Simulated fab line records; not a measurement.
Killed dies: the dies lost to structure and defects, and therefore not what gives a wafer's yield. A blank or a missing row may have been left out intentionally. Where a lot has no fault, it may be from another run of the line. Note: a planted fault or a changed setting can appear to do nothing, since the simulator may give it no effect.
8D (eight disciplines) problem report, filled in by code -- flow gf180mcu -- the parts of the form that need people (team, actions taken, sign-off) are left out

## 1. WHAT IS WRONG
beam_energy_keV at GF_NWELL_IMPLANT_09 reads a mean of 170.12 on 6 wafers of 2 lots; wafers without a fault read 160.00 with a standard deviation of 0.053. That is +99 or more standard deviations from the usual mean.
Earliest sighting: wafer L833.1 on implanter-01 at day 7 09:02. At this step, 42 wafers from 14 lots have a number in the record. Rule for "out" (also "out of limits"): further than 4 standard deviations from the usual mean. All remaining wafers that have a number are taken as sound.

## 2. WHAT IT IS; WHAT IT IS NOT
question,is,is not
which readings at this step,beam_energy_keV,tilt_deg
which lots,"L833, L836","L817, L818, L819, L820, L821, L822, L823, L824, L825, L826, L831, L837"
which wafers of those lots,all that have a number,-
read on which tools,implanter-01,"implanter-03, implanter-04"
when,from day 7 09:02,up to then (33 sound wafers); but 3 sound wafers of L837 came after

## 3. WHAT RULES OUT EACH SUSPECT
Counting: a tool at any process step up to the reading remains a suspect when it ran all the lots that are out and ran no sound lot after the first of those.
- implanter-01 at GF_NWELL_IMPLANT_09: kept. It ran every lot that is out, first L833 (day 7 09:02), and no sound lot after that; its last sound lot up to then is L831 (day 6 15:32). Its own readings are out on those wafers: beam_energy_keV.
Left after counting: implanter-01 at GF_NWELL_IMPLANT_09.

## 4. THE CAUSE (what the simulator had put in)
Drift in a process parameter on implanter-01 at GF_NWELL_IMPLANT_09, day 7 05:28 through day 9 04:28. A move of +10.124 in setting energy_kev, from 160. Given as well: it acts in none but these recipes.
Only this tool survived the counting.

## 5. THE EFFECT CHAIN, in route order
Each row: a reading where the mean over the struck wafers with a number is more than 3 standard deviations away from the usual. Readings are gone through only where the record gives a usual standard deviation; hours: the median, over the lots, of the time from a lot's start at the first step in this table giving one to that lot's start at this step; sigmas: the change measured in usual standard deviations.
hours,step,reading,usual,on struck wafers,change,sigmas
0,GF_NWELL_IMPLANT_09,beam_energy_keV,160.00,170.12,+10.12,+99 or more
Its process steps:
- GF_NWELL_IMPLANT_09
Later measuring or inspecting steps at which every struck wafer that the step has a row for has a number for every such reading, and none has moved that far: GF_VT_IMPLANT_TW_MEAS_10.

## 6. HOW IT WOULD HAVE BEEN CAUGHT EARLIER
4 hours passed between the start of the fault at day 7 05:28 and the first reading out of limits in this record, taken at day 7 09:02.
